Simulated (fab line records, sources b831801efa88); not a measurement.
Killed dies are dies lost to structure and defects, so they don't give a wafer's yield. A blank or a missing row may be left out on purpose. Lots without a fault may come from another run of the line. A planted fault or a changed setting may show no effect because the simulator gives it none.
fab line records | flow sky130
record lots=6 wafers=18 last_day=49
route steps=708 shown RES_XHIGH@339 SD_N@342 SD_P@359 PAD_OPEN@708
lots that met no fault: from a run of the same line without faults
start_h: hours from the record's first day to the start of the lot's first wafer shown | wait_h: hours since the lot's step before | " the same as in the row above | L1.1+2: a row that stands for several wafers | - no value, or no start given | * or withheld: withheld | < > ~ a bound
route shown NAME@n: a module of which the file shows steps, and the number in the route of the first | usual: mean/standard deviation of fault-free wafers | same: alike in all rows | chamber/n: place in a boat | sites: the reading at each site | _std_site: their standard deviation | _edge_site: outer sites' mean less inner sites' | radius_mm: how far each site lies from the wafer's centre | mask NAME#n: copy n | behind: the tool/chamber that last shaped the wafer | hold: why the lot was held/for how many hours/how that ended | device: the transistor (n, p or np) that didn't switch | end of line: the same wafers' tests at the end of the route | a step without rows: its recipe alone | killed: dies lost to structure and defects at the first sort, not the wafer's yield | map: a wafer's dies, x killed, . not, _ none there
set.NAME: the setting as run; set.NAME@STEP: as run at that earlier step | model.NAME: the simulator's own value behind a step, which no gauge read
lots at some steps of the route; a table a step, a row a wafer
services: from which hour (start_h, from the record's first day; less than 0 if before it) a tool's chamber was out of use, for how many hours, and why
## steps
# step SKY_RES_XHIGH_IMPLANT_07
# recipe species=BF2 energy_kev=20 dose_cm2=3.6e+14 tilt_deg=0
# step SKY_RES_XHIGH_STRIP_08
# recipe chemistry=O2/N2 power_w=1400 pressure_mtorr=1500 platen_temp_c=withheld o2_flow_sccm=3000 n2_flow_sccm=300 overash_fraction=0.5
# usual drypump_motor_current_A=5.8/0.51 oes_product_au=0.710/0.0047 strip_time_to_endpoint_s=14.30/0.035
# columns lot.wafer tool chamber start_h wait_h drypump_motor_current_A oes_product_au rf_hours_counter_h strip_time_to_endpoint_s
L917.2 plasma_asher-04 1 626.46 0.1 5.5 0.711 93 14.34
L917.3 " 0 " " 5.3 0.706 - 14.35
L917.5 " 0 " " 5.3 0.704 - 14.32
L919.3 plasma_asher-04 0 649.82 0.1 5.3 0.708 - 14.27
L919.4 " 1 " " 5.5 0.698 - 14.30
L919.5 " 1 " " 5.5 0.712 - 14.29
L926.1 plasma_asher-01 0 707.70 0.1 6.5 0.705 56 14.26
L926.3 " 0 " " 6.5 0.711 - 14.28
L926.5 " 0 " " 6.6 0.709 - 14.29
L927.2 plasma_asher-01 1 716.36 0.1 4.9 0.708 57 14.30
L927.3 " 0 " " 6.5 0.717 - 14.31
L927.6 " 0 " " 6.5 0.710 - 14.31
L929.1 plasma_asher-01 1 734.34 0.1 4.9 0.713 59 14.24
L929.3 " 0 " " 6.6 0.713 - 14.22
L929.6 " 0 " " 6.5 0.706 - 14.24
L934.1 plasma_asher-02 1 773.06 0.1 6.2 0.714 96 14.36
L934.4 " 1 " " 6.2 0.712 - 14.33
L934.5 " 0 " " 5.9 0.711 - 14.34
# step SKY_RES_XHIGH_TW_MEAS_09
# usual RES_XHIGH_TW=1640/19
# columns lot.wafer tool chamber start_h wait_h RES_XHIGH_TW
L917.2 film_metro-03 - 626.57 0.1 1648
L917.3 " - " " 1648
L917.5 " - " " 1654
L919.3 film_metro-02 - 649.91 0.1 1616
L919.4 " - " " 1610
L919.5 " - " " 1612
L926.1 film_metro-03 - 707.80 0.1 1656
L926.3 " - " " 1649
L926.5 " - " " 1651
L927.2 film_metro-04 - 716.47 0.1 1652
L927.3 " - " " 1652
L927.6 " - " " 1650
L929.1 film_metro-04 - 734.44 0.1 1648
L929.3 " - " " 1651
L929.6 " - " " 1653
L934.1 film_metro-02 - 773.16 0.1 1611
L934.4 " - " " 1603
L934.5 " - " " 1611
# step SKY_SD_N_DEHYDRATE_00
# recipe temp_c=200 time_s=60
# step SKY_SD_N_HMDS_01
# recipe prime_time_s=60 prime_temp_c=120
# step SKY_SD_N_COAT_02
# recipe resist=NOVOLAK spin_rpm=3000 resist_thk_nm=1140
# step SKY_SD_N_SOFTBAKE_03
# recipe temp_c=90 time_s=60 resist=NOVOLAK
# step SKY_SD_N_EXPOSE_04
# recipe mask_id=NSDM na=0.6 source_shape=conventional sigma_outer=0.6 polarization=unpolarized target_cd_nm=380 dose_mj=141
# step SKY_SD_N_PEB_05
# recipe temp_c=withheld time_s=* resist=NOVOLAK
# step SKY_SD_N_DEVELOP_06
# recipe resist=NOVOLAK developer=TMAH develop_time_s=60 dev_temp_c=23
# step SKY_SD_N_CD_MEAS_07
# recipe target_cd_nm=380
# usual cd_nm=381.1/1.9
# columns lot.wafer tool chamber start_h wait_h cd_nm
L917.2 cd_sem-01 - 655.06 0.1 379.5
L917.3 " - " " 380.2
L917.5 " - " " 380.3
L919.3 cd_sem-01 - 677.53 0.1 379.2
L919.4 " - " " 382.2
L919.5 " - " " 380.3
L926.1 cd_sem-01 - 735.00 0.1 382.4
L926.3 " - " " 380.1
L926.5 " - " " 380.1
L927.2 cd_sem-01 - 743.92 0.1 382.1
L927.3 " - " " 383.3
L927.6 " - " " 379.3
L929.1 cd_sem-02 - 761.05 0.1 384.6
L929.3 " - " " 383.8
L929.6 " - " " 383.6
L934.1 cd_sem-02 - 799.05 0.1 379.5
L934.4 " - " " 380.6
L934.5 " - " " 381.5
# step SKY_SD_N_OVL_MEAS_08
# usual SD_N_OVL=0.2/1.7
# columns lot.wafer tool chamber start_h wait_h SD_N_OVL[nm]
L917.2 overlay-02 - 655.17 0.1 -0.3
L917.3 " - " " 0.7
L917.5 " - " " 1.6
L919.3 overlay-02 - 677.62 0.1 2.7
L919.4 " - " " -0.1
L919.5 " - " " 2.1
L926.1 overlay-02 - 735.12 0.1 4.3
L926.3 " - " " -0.4
L926.5 " - " " 1.7
L927.2 overlay-02 - 744.02 0.1 -0.2
L927.3 " - " " -1.2
L927.6 " - " " -1.8
L929.1 overlay-01 - 761.17 0.1 -0.4
L929.3 " - " " -1.2
L929.6 " - " " -0.3
L934.1 overlay-02 - 799.17 0.1 0.8
L934.4 " - " " 0.0
L934.5 " - " " 0.5
# step SKY_SD_N_IMPLANT_09
# recipe species=As energy_kev=50 dose_cm2=4e+15 tilt_deg=0
# usual beam_energy_keV=50.000/0.016 tilt_deg=0.000/0.019
# columns lot.wafer tool chamber start_h wait_h beam_energy_keV tilt_deg model.implant.rp_nm model.implant.drp_nm
L917.2 implanter-03 0 655.22 0.0 49.969 -0.014 32.49 14.11
L917.3 " 0 " " 49.987 0.003 32.49 14.11
L917.5 " 0 " " 49.960 -0.005 32.49 14.11
L919.3 implanter-04 0 677.70 0.1 50.007 0.040 30.82 14.11
L919.4 " 0 " " 49.990 0.007 30.82 14.11
L919.5 " 0 " " 49.983 0.018 30.82 14.11
L926.1 implanter-02 0 735.15 0.0 50.026 -0.002 31.35 14.11
L926.3 " 0 " " 50.007 -0.010 31.35 14.11
L926.5 " 0 " " 50.003 -0.024 31.35 14.11
L927.2 implanter-04 0 744.08 0.0 32.861 -0.004 22.63 10.31
L927.3 " 0 " " 32.856 0.004 22.63 10.31
L927.6 " 0 " " 32.863 -0.005 22.63 10.31
L929.1 implanter-04 0 761.20 0.0 32.879 -0.014 23.08 10.31
L929.3 " 0 " " 32.889 -0.031 23.08 10.31
L929.6 " 0 " " 32.879 0.003 23.08 10.31
L934.1 implanter-03 0 799.20 0.0 49.995 -0.021 30.88 14.11
L934.4 " 0 " " 49.988 -0.017 30.88 14.11
L934.5 " 0 " " 49.981 0.031 30.88 14.11
# step SKY_SD_N_IMPLANT_10
# recipe species=P energy_kev=20 dose_cm2=1e+14 tilt_deg=0
# step SKY_SD_N_STRIP_11
# recipe chemistry=O2/N2 power_w=1400 pressure_mtorr=1500 platen_temp_c=withheld o2_flow_sccm=3000 n2_flow_sccm=300 overash_fraction=0.5
# usual drypump_motor_current_A=5.8/0.57 oes_product_au=0.528/0.0049 strip_time_to_endpoint_s=22.56/0.042
# columns lot.wafer tool chamber start_h wait_h drypump_motor_current_A oes_product_au rf_hours_counter_h strip_time_to_endpoint_s
L917.2 plasma_asher-04 1 655.50 0.1 5.5 0.524 96 22.52
L917.3 " 0 " " 5.3 0.530 - 22.54
L917.5 " 0 " " 5.3 0.526 - 22.59
L919.3 plasma_asher-03 1 677.98 0.1 6.6 0.530 - 22.54
L919.4 " 0 " " 6.0 0.533 - 22.54
L919.5 " 1 " " 6.7 0.528 - 22.56
L926.1 plasma_asher-03 0 735.45 0.1 6.0 0.524 32 22.54
L926.3 " 1 " " 6.7 0.542 - 22.57
L926.5 " 1 " " 6.6 0.524 - 22.55
L927.2 plasma_asher-04 1 744.35 0.1 5.4 0.566 0 20.01
L927.3 " 1 " " 5.5 0.570 - 19.99
L927.6 " 1 " " 5.5 0.565 - 20.01
L929.1 plasma_asher-04 0 761.50 0.1 5.3 0.569 2 19.93
L929.3 " 1 " " 5.5 0.565 - 19.92
L929.6 " 0 " " 5.3 0.566 - 19.89
L934.1 plasma_asher-03 1 799.50 0.1 6.6 0.525 38 22.54
L934.4 " 0 " " 6.1 0.532 - 22.54
L934.5 " 1 " " 6.6 0.529 - 22.54
# step SKY_SD_N_TW_MEAS_12
# usual SD_N_TW=3995/37
# columns lot.wafer tool chamber start_h wait_h SD_N_TW
L917.2 film_metro-04 - 655.61 0.1 4015
L917.3 " - " " 4035
L917.5 " - " " 4027
L919.3 film_metro-03 - 678.07 0.1 3949
L919.4 " - " " 3991
L919.5 " - " " 3967
L926.1 film_metro-03 - 735.55 0.1 4012
L926.3 " - " " 3986
L926.5 " - " " 3991
L927.2 film_metro-03 - 744.46 0.1 3604
L927.3 " - " " 3595
L927.6 " - " " 3613
L929.1 film_metro-03 - 761.60 0.1 3617
L929.3 " - " " 3614
L929.6 " - " " 3616
L934.1 film_metro-02 - 799.60 0.1 3917
L934.4 " - " " 3903
L934.5 " - " " 3913
# step SKY_SD_N_CLEAN_13
# recipe chemistry=SC1/SC2 mix=1:4:20 temp_c=70 time_s=150 dry=n2_spin
# step SKY_SD_N_RTA_14
# recipe temp_c=1075 time_s=2 idle_temp_c=650 ramp_up_c_per_s=150 ramp_down_c_per_s=90 ambient=N2
# usual lamp_power_pct=15.74/0.052 wafer_temp_C_max=1078.0/1.4
# columns lot.wafer tool chamber start_h wait_h lamp_power_pct wafer_temp_C_max
L917.2 rtp_anneal-02 0 655.71 0.0 15.73 1078.7
L917.3 " 0 " " 15.75 1076.3
L917.5 " 0 " " 15.68 1076.0
L919.3 rtp_anneal-02 0 678.17 0.0 15.70 1077.9
L919.4 " 0 " " 15.78 1077.6
L919.5 " 0 " " 15.71 1078.5
L926.1 rtp_anneal-01 0 735.66 0.0 15.74 1077.8
L926.3 " 0 " " 15.67 1078.2
L926.5 " 0 " " 15.72 1078.4
L927.2 rtp_anneal-02 0 744.58 0.0 15.75 1077.3
L927.3 " 0 " " 15.82 1076.6
L927.6 " 0 " " 15.72 1078.9
L929.1 rtp_anneal-01 0 761.71 0.0 15.63 1079.4
L929.3 " 0 " " 15.75 1077.6
L929.6 " 0 " " 15.72 1077.4
L934.1 rtp_anneal-01 0 799.71 0.0 15.81 1077.6
L934.4 " 0 " " 15.71 1075.4
L934.5 " 0 " " 15.77 1077.5
# step SKY_SD_N_RS_MEAS_16
# recipe thk_meas_gauge=four-point-probe
# usual SD_N_RS=68.55/0.1
# columns lot.wafer tool chamber start_h wait_h SD_N_RS[ohm/sq]
L917.2 film_metro-03 - 655.90 0.1 68.63
L917.3 " - " " 68.66
L917.5 " - " " 68.57
L919.3 film_metro-04 - 678.37 0.1 68.59
L919.4 " - " " 68.70
L919.5 " - " " 68.64
L926.1 film_metro-04 - 735.84 0.1 68.60
L926.3 " - " " 68.53
L926.5 " - " " 68.52
L927.2 film_metro-02 - 744.76 0.1 83.05
L927.3 " - " " 82.96
L927.6 " - " " 83.05
L929.1 film_metro-04 - 761.89 0.1 82.96
L929.3 " - " " 82.90
L929.6 " - " " 82.92
L934.1 film_metro-03 - 799.89 0.1 68.43
L934.4 " - " " 68.52
L934.5 " - " " 68.49
# step SKY_SD_N_RS_MEAS_17
# recipe thk_meas_gauge=four-point-probe
# usual SD_P_RS=147.1/0.34
# columns lot.wafer tool chamber start_h wait_h SD_P_RS[ohm/sq]
L917.2 film_metro-03 - 656.02 0.1 147.0
L917.3 " - " " 147.1
L917.5 " - " " 147.0
L919.3 film_metro-04 - 678.49 0.1 147.1
L919.4 " - " " 147.7
L919.5 " - " " 147.3
L926.1 film_metro-04 - 735.96 0.1 147.4
L926.3 " - " " 147.3
L926.5 " - " " 147.6
L927.2 film_metro-02 - 744.88 0.1 147.4
L927.3 " - " " 147.0
L927.6 " - " " 147.1
L929.1 film_metro-04 - 762.01 0.1 146.6
L929.3 " - " " 146.5
L929.6 " - " " 147.1
L934.1 film_metro-03 - 800.01 0.1 146.8
L934.4 " - " " 147.0
L934.5 " - " " 147.0
# step SKY_PAD_OPEN_PROBE_99
# usual killed_at_M0_to_M3=45/7.3 killed_at_M4_up=3.1/1.7 killed_at_contacts=25/5.1 killed_at_front_end=15/4.5 killed_at_other=0.3/0.56 killed_dies=88/9.4 killed_open=47/6.6 killed_short=40/6.9
# same gross_dies=492 killed_at_back_side=0
# columns lot.wafer tool chamber start_h wait_h killed_at_M0_to_M3 killed_at_M4_up killed_at_contacts killed_at_front_end killed_at_other killed_dies killed_open killed_short model.etest.res_ndiff.line_ohm_um model.etest.sonos_uncharged.r_on_ohm_um model.etest.res_ndiff.rs_ohm_sq model.etest.res_ndiff_hv.rs_ohm_sq model.etest.nfet_01v8_lvt.vt_sat_v
L917.2 prober-02 - 1080.30 0.1 44 4 25 11 0 84 38 44 758.9 806.8 118.1 112.2 0.5306
L917.3 prober-02 - 1080.35 0.2 66 4 27 17 0 114 65 49 766.5 804.9 118.7 112.5 0.5282
L917.5 prober-02 - 1080.45 0.2 42 2 27 17 0 88 36 51 749.4 803.9 118.3 112.5 0.538
L919.3 prober-02 - 1095.12 0.2 36 1 21 18 0 76 39 37 771.5 814.2 122.4 117.1 0.5406
L919.4 prober-02 - 1095.17 0.2 52 1 29 8 0 90 56 34 783.3 835.7 123.1 115.4 0.5435
L919.5 prober-02 - 1095.22 0.2 49 3 26 10 0 88 43 45 790.1 840.1 122.4 115.2 0.5332
L926.1 prober-02 - 1138.62 0.1 38 3 20 15 1 77 45 31 756.4 826.5 120.6 114.8 0.5403
L926.3 prober-02 - 1138.72 0.2 34 3 23 10 0 70 39 31 769.6 833.5 120.1 114.7 0.5423
L926.5 prober-02 - 1138.82 0.2 35 6 35 9 0 85 45 40 766.7 832.5 120.4 114.4 0.5361
L927.2 prober-01 - 1144.94 0.1 45 2 21 23 0 91 43 48 884.1 842.4 141.4 135.7 0.5412
L927.3 prober-01 - 1144.99 0.2 41 6 23 17 0 87 44 43 895.2 847.3 141 134.7 0.5477
L927.6 prober-01 - 1145.14 0.2 41 5 26 8 0 80 47 33 900 844.8 139.4 135.2 0.542
L929.1 prober-02 - 1157.57 0.1 41 2 20 15 1 79 42 37 891.6 851.7 139.7 132.9 0.5615
L929.3 prober-02 - 1157.67 0.2 37 2 17 11 1 68 35 33 887.3 848.5 139.3 132.2 0.5543
L929.6 prober-02 - 1157.82 0.2 56 3 28 9 0 96 54 42 901.4 843.3 139.3 132.8 0.5584
L934.1 prober-02 - 1181.17 0.1 40 5 25 18 0 88 49 39 769.3 822.3 122.2 116 0.5484
L934.4 prober-02 - 1181.32 0.2 41 4 20 8 1 74 44 30 783.8 807.9 121.9 115.6 0.544
L934.5 prober-02 - 1181.37 0.2 53 1 25 9 0 88 44 43 777.8 791.5 121.8 115.9 0.5274
# killed by level:class
L917.2 CONTACT:geometric_particle:open=10 VIA1:geometric_particle:open=10 METAL1:geometric_particle:short=7 POLY_GATE:geometric_particle:short=6 CONTACT:geometric_particle:short=5 LI_CONTACT:geometric_particle:open=4 VIA1:geometric_particle:short=4 METAL2:geometric_particle:short=4
L917.3 VIA1:geometric_particle:open=20 METAL2:geometric_particle:short=11 VIA2:geometric_particle:open=10 VIA3:geometric_particle:open=10 CONTACT:geometric_particle:short=8 CONTACT:geometric_particle:open=8 LOCAL_INTERCONNECT:geometric_particle:short=6 FIELD_ISO:geometric_particle:open=4
L917.5 CONTACT:geometric_particle:open=11 VIA1:geometric_particle:short=9 VIA1:geometric_particle:open=9 VIA2:geometric_particle:open=7 CONTACT:geometric_particle:short=6 FIELD_ISO:geometric_particle:short=5 POLY_GATE:geometric_particle:short=5 LI_CONTACT:geometric_particle:short=5
L919.3 VIA3:geometric_particle:open=9 CONTACT:geometric_particle:open=8 FIELD_ISO:geometric_particle:short=7 METAL2:geometric_particle:short=6 LI_CONTACT:geometric_particle:open=5 CONTACT:geometric_particle:short=5 METAL1:geometric_particle:short=4 POLY_GATE:geometric_particle:short=3
L919.4 CONTACT:geometric_particle:open=12 VIA3:geometric_particle:open=12 VIA2:geometric_particle:open=8 LI_CONTACT:geometric_particle:open=7 VIA1:geometric_particle:short=7 VIA1:geometric_particle:open=6 METAL2:geometric_particle:short=5 CONTACT:geometric_particle:short=5
L919.5 CONTACT:geometric_particle:open=11 VIA1:geometric_particle:open=11 METAL2:geometric_particle:short=9 CONTACT:geometric_particle:short=7 VIA3:geometric_particle:open=7 VIA1:geometric_particle:short=6 VIA3:geometric_particle:short=6 FIELD_ISO:geometric_particle:short=4
L926.1 LI_CONTACT:geometric_particle:open=8 VIA2:geometric_particle:open=8 CONTACT:geometric_particle:open=6 VIA1:geometric_particle:short=5 VIA1:geometric_particle:open=5 METAL2:geometric_particle:short=5 FIELD_ISO:geometric_particle:open=4 LOCAL_INTERCONNECT:geometric_particle:short=4
L926.3 VIA1:geometric_particle:open=11 CONTACT:geometric_particle:open=10 METAL2:geometric_particle:short=8 METAL1:geometric_particle:short=7 LI_CONTACT:geometric_particle:open=5 FIELD_ISO:geometric_particle:short=3 FIELD_ISO:geometric_particle:open=3 VIA2:geometric_particle:open=3
L926.5 CONTACT:geometric_particle:open=14 VIA1:geometric_particle:open=9 LI_CONTACT:geometric_particle:open=8 CONTACT:geometric_particle:short=6 VIA2:geometric_particle:short=5 LOCAL_INTERCONNECT:geometric_particle:short=5 VIA1:geometric_particle:short=5 METAL1:geometric_particle:short=4
L927.2 VIA2:geometric_particle:open=9 CONTACT:geometric_particle:open=8 POLY_GATE:geometric_particle:short=7 FIELD_ISO:geometric_particle:short=6 VIA1:geometric_particle:short=6 METAL2:geometric_particle:short=6 VIA3:geometric_particle:open=6 VIA2:geometric_particle:short=5
L927.3 METAL1:geometric_particle:short=8 CONTACT:geometric_particle:open=7 LI_CONTACT:geometric_particle:open=7 VIA1:geometric_particle:open=7 VIA2:geometric_particle:open=5 CONTACT:geometric_particle:short=5 METAL2:geometric_particle:short=5 METAL4:geometric_particle:short=5
L927.6 CONTACT:geometric_particle:open=9 LI_CONTACT:geometric_particle:open=8 VIA1:geometric_particle:open=7 METAL2:geometric_particle:short=7 VIA2:geometric_particle:open=7 VIA3:geometric_particle:open=6 POLY_GATE:geometric_particle:short=4 LOCAL_INTERCONNECT:geometric_particle:short=4
L929.1 CONTACT:geometric_particle:open=8 VIA1:geometric_particle:open=7 METAL2:geometric_particle:short=7 VIA2:geometric_particle:open=7 METAL1:geometric_particle:short=5 POLY_GATE:geometric_particle:open=4 LI_CONTACT:geometric_particle:short=4 LI_CONTACT:geometric_particle:open=4
L929.3 VIA1:geometric_particle:open=7 LI_CONTACT:geometric_particle:open=6 CONTACT:geometric_particle:open=5 METAL1:geometric_particle:short=5 VIA2:geometric_particle:open=5 VIA1:geometric_particle:short=4 METAL2:geometric_particle:short=4 METAL3:geometric_particle:short=4
L929.6 CONTACT:geometric_particle:open=15 VIA1:geometric_particle:open=10 VIA2:geometric_particle:open=10 VIA3:geometric_particle:open=8 METAL2:geometric_particle:short=8 METAL1:geometric_particle:short=7 VIA1:geometric_particle:short=5 METAL3:geometric_particle:short=5
L934.1 VIA1:geometric_particle:open=11 LI_CONTACT:geometric_particle:open=9 CONTACT:geometric_particle:open=9 VIA3:geometric_particle:open=8 FIELD_ISO:geometric_particle:short=6 FIELD_ISO:geometric_particle:open=5 METAL1:geometric_particle:short=5 METAL4:geometric_particle:short=5
L934.4 VIA1:geometric_particle:open=13 VIA2:geometric_particle:open=7 LI_CONTACT:geometric_particle:open=6 METAL1:geometric_particle:short=6 CONTACT:geometric_particle:short=5 CONTACT:geometric_particle:open=5 FIELD_ISO:geometric_particle:open=4 METAL2:geometric_particle:short=3
L934.5 VIA1:geometric_particle:open=13 METAL2:geometric_particle:short=9 VIA3:geometric_particle:open=9 CONTACT:geometric_particle:open=8 CONTACT:geometric_particle:short=5 METAL3:geometric_particle:short=5 METAL1:geometric_particle:short=5 POLY_GATE:geometric_particle:open=4
## services
# columns tool chamber start_h hours kind
plasma_asher-04 - 617.20 2.8 pm
plasma_asher-03 - 637.83 1.7 repair
plasma_asher-04 - 683.06 0.6 repair
implanter-03 - 691.73 2.8 repair
plasma_asher-03 - 710.13 1.7 repair
plasma_asher-04 - 725.56 2.1 repair
implanter-02 - 728.65 2.6 repair
plasma_asher-04 - 733.75 9.0 pm
plasma_asher-04 0 733.75 9.0 vent_cycle
plasma_asher-04 1 733.75 9.0 vent_cycle
plasma_asher-04 0 742.75 - clean
plasma_asher-04 1 742.75 - clean
implanter-02 - 748.59 4.8 pm
implanter-03 - 754.67 3.3 repair
implanter-02 - 759.21 1.1 repair
plasma_asher-01 - 784.87 1.8 repair
implanter-03 - 785.18 4.1 repair
## key
first_sign step=SKY_SD_N_IMPLANT_09 reading=beam_energy_keV direction=down sigmas=99+ usual=* struck=*
effect step=SKY_SD_N_STRIP_11 reading=strip_time_to_endpoint_s direction=down sigmas=62 usual=* struck=*
effect step=SKY_SD_N_TW_MEAS_12 reading=SD_N_TW direction=down sigmas=10 usual=3995 struck=3610
effect step=SKY_SD_N_RS_MEAS_16 reading=SD_N_RS direction=up sigmas=99+ usual=68.55 struck=82.97
model_effect step=SKY_SD_N_IMPLANT_09 value=implant.rp_nm without=31.91 struck=22.86
model_effect step=SKY_PAD_OPEN_PROBE_99 value=etest.res_ndiff.line_ohm_um without=761.9 struck=893.3
met_at SKY_SD_N_IMPLANT_09
struck_wafers L927.2,L927.3,L927.6,L929.1,L929.3,L929.6
tester_left_out L927,L929
onset_between 677.70 744.08
fault kind=process_parameter_drift tool=implanter-04 chamber=- onset_h=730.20 steps=SKY_SD_N_IMPLANT_09 channel=energy_kev offset=* shape=step end_h=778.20 acts_in=* stated=*
# tester_left_out: of these lots the tester's yield and bins aren't shown, on N5 and GAA mostly nor the transistor test; their killed dies are dies lost to structure and defects alone, not to doping, threshold or leakage, so they don't give the yield
